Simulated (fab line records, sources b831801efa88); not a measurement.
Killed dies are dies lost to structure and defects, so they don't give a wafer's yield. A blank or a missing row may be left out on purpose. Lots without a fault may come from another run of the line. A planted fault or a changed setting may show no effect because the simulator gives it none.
Problem report in the 8D (eight disciplines) form, filled by code | flow gf180mcu | the parts of the form that need people (team, actions taken, sign-off) are left out

1. THE PROBLEM
CONTACT_W_RS at GF_CONTACT_RS_MEAS_25 reads a mean of 0.801 ohm/sq on 1 wafer of 1 lot; wafers without a fault read 0.380 ohm/sq with a standard deviation of 0.0041. That is +99 or more standard deviations from the usual mean.
The step: measures by four-point-probe.
First seen on wafer L775.3, day 20 22:14, on film_metro-04. The record holds 35 wafers of 12 lots with a number at this step. Rule for "out", or "out of limits": more than 4 standard deviations from the usual mean. The other wafers with a number count as sound.

2. WHAT IT IS AND WHAT IT IS NOT
question                    | is                | is not
which readings at this step | CONTACT_W_RS      | -
which lots                  | L775              | L762, L765, L767, L768, L769, L770, L772, L780, L782, L784, L785
which wafers of those lots  | L775.3            | L775.1
read on which gauges        | film_metro-04     | film_metro-02, film_metro-03
when                        | from day 20 22:14 | up to then (22 sound wafers); but 12 sound wafers of L780, L782, L784, L785 came after

3. SUSPECTS, AND WHAT RULES EACH OUT
Counting: a tool at a process step up to the reading stays a suspect if it ran every lot that is out. Sound lots after the first of them don't rule it out here, since some wafers of a struck lot are sound.
- the gauge at GF_CONTACT_RS_MEAS_25: ruled out. All the wafers that are out were read on film_metro-04, but those of them that GF_CONTACT_CMP_27 has rows for are out there too, on other tools.
- pvd_sputter-02 at GF_SALICIDE_SPUTTER_02 (material Co, target thk 10 nm, time 20 s): kept. It ran the lot that is out, L775 (day 19 19:36); its last sound lot up to then is L765 (day 16 10:46).
- cvd_w-02 at GF_CONTACT_CVD_24 (deposits W, target thk 300 nm, time 90.339 s): kept. It ran the lot that is out, L775 (day 20 22:08); its last sound lot up to then is L769 (day 18 18:53).
- Within cvd_w-02 at GF_CONTACT_CVD_24: the wafers that are out ran in chamber 0; their sound lot-mates ran in chamber 1.
Left after counting: pvd_sputter-02 at GF_SALICIDE_SPUTTER_02, cvd_w-02 at GF_CONTACT_CVD_24.

4. THE CAUSE (what the simulator had put in)
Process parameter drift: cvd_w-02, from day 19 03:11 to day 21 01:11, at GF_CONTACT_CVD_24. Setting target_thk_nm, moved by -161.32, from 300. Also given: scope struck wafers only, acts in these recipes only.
Counting left 2 suspects, and this tool is among them.

5. THE CHAIN OF EFFECTS, in route order
Each row: a reading whose mean over the struck wafers that have a number lies more than 3 standard deviations from the usual. Only readings for which the record gives a usual standard deviation are gone through. hours: the time from each lot's start at the first step in this table that gives one to its start at this step, as a median over the lots. sigmas: the change in usual standard deviations.
hours | step                   | reading            | usual        | on struck wafers | change | sigmas
0     | GF_CONTACT_RS_MEAS_25  | CONTACT_W_RS       | 0.380 ohm/sq | 0.801            | +0.421 | +99 or more
2     | GF_CONTACT_THK_MEAS_26 | CONTACT_W_THK      | 300 nm       | 144              | -156   | -43
12    | GF_CONTACT_CMP_27      | time_to_endpoint_s | 74 s         | 34               | -40    | -10
The process steps in it:
- GF_CONTACT_CMP_27: polishes, stops on SiO2, t overpolish 15 s, target thk 0 nm.
Later measuring or inspecting steps at which every struck wafer that the step has a row for has a number for every such reading, and none has moved that far: GF_M1_THK_MEAS_06.

6. WHAT WOULD HAVE CAUGHT IT SOONER
In this record the first reading out of limits at a measuring or inspecting step was taken at day 20 22:14, 43 hours after the fault began at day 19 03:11.
Of the tool readings at GF_CONTACT_CVD_24 for which the record gives a usual standard deviation, none was out on any struck wafer, so an alarm limit of 4 standard deviations on them would not have fired.
All the lots that are out (1) had begun GF_CONTACT_CVD_24 on cvd_w-02 by day 20 22:14. A hold on the tool at that time would have spared none of them.
